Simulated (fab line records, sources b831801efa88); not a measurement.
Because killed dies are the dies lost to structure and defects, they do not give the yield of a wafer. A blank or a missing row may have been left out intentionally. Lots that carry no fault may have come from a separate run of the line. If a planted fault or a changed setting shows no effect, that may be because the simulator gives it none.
A struck lot beside a sound one    flow sky130    15 steps out of a route of 708
Sound: the wafers L395.1, L395.5, L395.6. The struck wafers were L399.1, L399.4, L399.5. At the end, the cause is stated.
For every step that has rows: the tool of each side, followed by ch and its chambers, followed by its first start. Under that, the readings that differ: sound wafers    struck wafers    difference of the means    sigmas: that difference in standard deviations of wafers without a fault.
alike: readings with means less than 2 such deviations apart, plus words and numbers identical on both sides. not compared: withheld readings, readings lacking a value on some wafer, bounds such as >300 that could conceal the same value, and numbers that have no deviation in the record and whose values overlap.
A row with sigmas, a row that says differs or no value, or rows on one side alone: a step with any of these is where the two part. Non-overlapping numbers with no deviation appear without sigmas and do not part them. Lack of a reading on every wafer of one side parts them only where that side has two or more wafers.

first, 7 steps without rows for these wafers: SKY_METAL3_HMDS_06 (prime time 60 s); SKY_METAL3_COAT_07 (resist thk 60 nm); SKY_METAL3_COAT_08 (resist thk 1140 nm); SKY_METAL3_SOFTBAKE_09 (time 90 s); SKY_METAL3_EXPOSE_10 (exposes mask MM3, target cd 300 nm); SKY_METAL3_PEB_11; SKY_METAL3_DEVELOP_12 (develop time 60 s).
SKY_METAL3_CD_MEAS_13 targets a cd of 300 nm.
  sound on cd-sem-02 at day 41 03:47; struck on cd-sem-01 at day 42 06:21
  alike: cd-nm
SKY_METAL3_OVL_MEAS_14:
  sound on overlay-02 at day 41 03:55; struck on overlay-02 at day 42 06:28
  alike: METAL3_OVL
SKY_METAL3_DESCUM_15: chemistry O2, time 8 s.
  sound on rie-metal-01 ch 0,1, day 41 03:57; struck on rie-metal-01 ch 0, day 42 06:31
  alike: drypump-motor-current-A, oes-product-au
  not compared: rf-hours-counter-h
SKY_METAL3_ETCH_16: etches BARC in N2/H2, stops on SiO2, time 88.2 s, target depth 60 nm.
  sound on rie-metal-01 ch 0,1, day 41 03:59; struck on rie-metal-01 ch 0, day 42 06:32
  alike: bias-w, drypump-motor-current-A, oes-product-au, throttle-valve-pct
  not compared: rf-hours-counter-h
SKY_METAL3_ETCH_17: etches SiO2 in C4F8/O2/Ar, stops on TiN, time 3.9 s, target depth 15 nm.
  sound on rie-diel-04 ch 0,1,3, day 41 04:05; struck on rie-diel-04 ch 0,2,3, day 42 06:38
  alike: bias-w, oes-product-au
  not compared: rf-hours-counter-h
SKY_METAL3_METAL_ETCH_18: etches the open film in Cl2/BCl3, stops on SiO2, target depth 845 nm, time 183.1 s.
  sound on rie-metal-04 ch 0,1, day 41 04:05; struck on rie-metal-04 ch 0,1, day 42 06:40
reading                                        sound              struck             difference  sigmas
bias-w (W)                                     48.37 48.39 48.17  45.43 45.78 45.48  -2.75       -20
model.KrF-thick_of_METAL3_COAT_08.thk-nm (nm)  528.6 518 527      546.9 546.5 542.4  +20.7       
  alike: drypump-motor-current-A, oes-product-au, throttle-valve-pct
  not compared: rf-hours-counter-h
SKY_METAL3_STRIP_19: strips in O2/N2.
  sound on plasma-asher-02 ch 0,1, day 41 04:16; struck on plasma-asher-04 ch 0,1, day 42 06:50
reading                       sound              struck             difference  sigmas
oes-product-au (a.u.)         0.498 0.500 0.499  0.506 0.510 0.516  +0.012      +2
strip-time-to-endpoint-s (s)  6.53 6.45 6.53     6.75 6.73 6.69     +0.22       +3
  alike: drypump-motor-current-A
  not compared: rf-hours-counter-h
SKY_PAD_OPEN_PROBE_99:
  the record has rows for the sound wafers here (prober-02, day 47 22:09) and none for the struck ones

== WHERE THEY PART ==
First at SKY_METAL3_METAL_ETCH_18; last, within this record, at SKY_PAD_OPEN_PROBE_99.

WHY: what had been put in by the simulator
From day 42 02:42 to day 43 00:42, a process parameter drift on rie-metal-04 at SKY_METAL3_METAL_ETCH_18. A move of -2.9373 in setting bias-w, from 48.5. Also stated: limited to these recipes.
